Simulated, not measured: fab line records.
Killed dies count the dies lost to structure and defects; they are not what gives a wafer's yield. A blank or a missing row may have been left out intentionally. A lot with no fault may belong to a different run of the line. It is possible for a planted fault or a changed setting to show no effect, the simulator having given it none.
Comparing a struck lot with a sound one / flow sky130 / 15 steps out of a route of 708
Sound: these wafers, L921.2, L921.3, L921.5. The struck wafers were L920.1, L920.3, L920.4. At the end, the cause is stated.
At each step with rows: each side's tool, then ch and its chambers, then its first start. Under that, the readings that differ: sound wafers / struck wafers / difference of the means / sigmas: that difference in standard deviations of wafers without a fault.
alike: readings with means less than 2 such deviations apart, plus words and numbers identical on both sides. not compared: withheld readings, readings lacking a value on some wafer, bounds such as >300 that could conceal the same value, and numbers that have no deviation in the record and whose values overlap.
Wherever a step has rows on one side only, a row that says differs or no value, or a row with sigmas, the two part there. Numbers that have no deviation but don't overlap get no sigmas and don't part them. A reading missing from all wafers of one side parts the sides only when that side holds two or more wafers.

first, 4 steps without rows for these wafers: SKY_LOCAL_INTERCONNECT_SOFTBAKE_07 (time 90 s); SKY_LOCAL_INTERCONNECT_EXPOSE_08 (exposes mask LI1M, target cd 170 nm); SKY_LOCAL_INTERCONNECT_PEB_09; SKY_LOCAL_INTERCONNECT_DEVELOP_10 (develop time 60 s).
SKY_LOCAL_INTERCONNECT_CD_MEAS_11: the cd target is 170 nm.
  struck on cd_sem-02, day 31 01:51; sound on cd_sem-02, day 30 20:46
  alike: cd_nm
SKY_LOCAL_INTERCONNECT_OVL_MEAS_12:
  struck on overlay-02, day 31 01:58; sound on overlay-02, day 30 20:52
  alike: LOCAL_INTERCONNECT_OVL
SKY_LOCAL_INTERCONNECT_ETCH_13: etches BARC in N2/H2, stops on SiO2, time 45.9 s, target depth 60 nm.
  sound on rie_metal-02 ch 0,1, day 30 20:54; struck on rie_metal-03 ch 1, day 31 02:01
reading=drypump_motor_current_A (A); sound=5.3 5.4 5.4; struck=6.3 6.3 6.3; difference=+0.9; sigmas=+3
  alike: oes_product_au, throttle_valve_pct
  not compared: rf_hours_counter_h
SKY_LOCAL_INTERCONNECT_METAL_ETCH_14: etches TiN in Cl2/BCl3, stops on PSG, target depth 110 nm, time 31.4 s.
  sound on rie_metal-02 ch 0,1, day 30 20:58; struck on rie_metal-03 ch 1, day 31 02:08
reading=drypump_motor_current_A (A); sound=5.3 5.4 5.3; struck=6.3 6.3 6.3; difference=+1.0; sigmas=+3
  alike: oes_product_au, throttle_valve_pct
  not compared: rf_hours_counter_h
SKY_LOCAL_INTERCONNECT_STRIP_15: strips in O2/N2.
  sound on plasma_asher-02 ch 0,1, day 30 21:01; struck on plasma_asher-02 ch 0,1, day 31 02:14
  alike: drypump_motor_current_A, oes_product_au, strip_time_to_endpoint_s
  not compared: rf_hours_counter_h
then, 3 steps without rows for these wafers: SKY_LOCAL_INTERCONNECT_STRIP_16 (strips in post etch residue remover, time 1200 s); SKY_LOCAL_INTERCONNECT_CLEAN_17 (cleans in IPA, time 180 s); SKY_LOCAL_INTERCONNECT_CLEAN_18 (cleans in O3/DIW).
SKY_CONTACT_CVD_00: deposits Si3N4, target thk 75 nm.
  sound on pecvd-03 ch 0,1, day 30 21:36; struck on pecvd-03 ch 1,2, day 31 03:00
  alike: heater_power_w
SKY_CONTACT_THK_MEAS_01:
  struck on film_metro-01, day 31 03:17; sound on film_metro-01, day 30 21:39
reading=CONTACT_CVD_00_THK (nm); sound=73.4 74.1 74.2; struck=148.4 147.8 150.7; difference=+75.1; sigmas=+63
SKY_PAD_OPEN_PROBE_99:
  sound wafers here have rows in the record (prober-01, day 46 02:40); struck ones have none

WHERE THEY PART
Earliest at SKY_LOCAL_INTERCONNECT_ETCH_13; latest, in this record, at SKY_PAD_OPEN_PROBE_99.

WHY: whatever the simulator had introduced
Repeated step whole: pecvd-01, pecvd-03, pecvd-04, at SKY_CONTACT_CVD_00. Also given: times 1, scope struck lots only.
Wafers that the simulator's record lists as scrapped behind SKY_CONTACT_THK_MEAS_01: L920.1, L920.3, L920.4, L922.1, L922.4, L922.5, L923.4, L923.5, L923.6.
